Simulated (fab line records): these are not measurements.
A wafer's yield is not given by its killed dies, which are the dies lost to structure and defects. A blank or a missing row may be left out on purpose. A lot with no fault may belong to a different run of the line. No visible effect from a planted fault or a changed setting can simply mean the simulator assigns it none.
Which of the tools did it?    flow sky130    36 wafers sampled from 12 lots at 1 step of a route of 708

== WHAT THE GAUGES READ, wafer by wafer ==
SKY_METAL1_CD_MEAS_15: the cd target is 140 nm.
lot   measured      on        cdNm (nm)
L075  day 32 11:46  cdSem-01  137.2 136.6 139.3
L077  day 33 08:58  cdSem-02  140.9 141.1 140.7
L079  day 34 16:32  cdSem-02  140.3 140.1 138.8
L081  day 35 03:35  cdSem-01  141.4 141.5 141.4
L083  day 35 22:14  cdSem-01  138.6 137.5 138.3
L084  day 36 21:55  cdSem-01  140.4 139.5 140.5
L086  day 37 09:19  cdSem-02  142.2 142.4 141.6
L090  day 37 22:52  cdSem-02  140.0 140.8 140.4
L091  day 38 02:07  cdSem-01  137.4 139.5 139.6
L092  day 38 20:40  cdSem-01  136.1 136.6 136.1
L095  day 39 07:28  cdSem-01  139.0 138.5 138.7
L097  day 39 20:58  cdSem-02  138.9 139.7 139.7

== TOOL THAT RAN EACH LOT (tool first, then ch and the chambers of the sampled wafers, then the start) ==
Before these readings, the record contains no process step.

== THE ANSWER, worked out from the rows above alone ==
Rule: what is usual is taken from the lots themselves. The widest of any qualifying gaps counts: lots, ordered by their means at a reading, are off when they make up no more than a third of the lots, leave a main group of 4 or more, and stand apart from it by 3 or more times the standard deviation of that group's means. The tables above print the reading to a certain number of digits; a main group whose means all agree to those digits is not used. A lot without any number at a reading at which 4 lots or more have one is off too. Any other lot the step has rows for is counted as sound.
No lot is off at any reading shown: from this, nothing can be told.

== WHAT THE SIMULATOR HAD INSERTED ==
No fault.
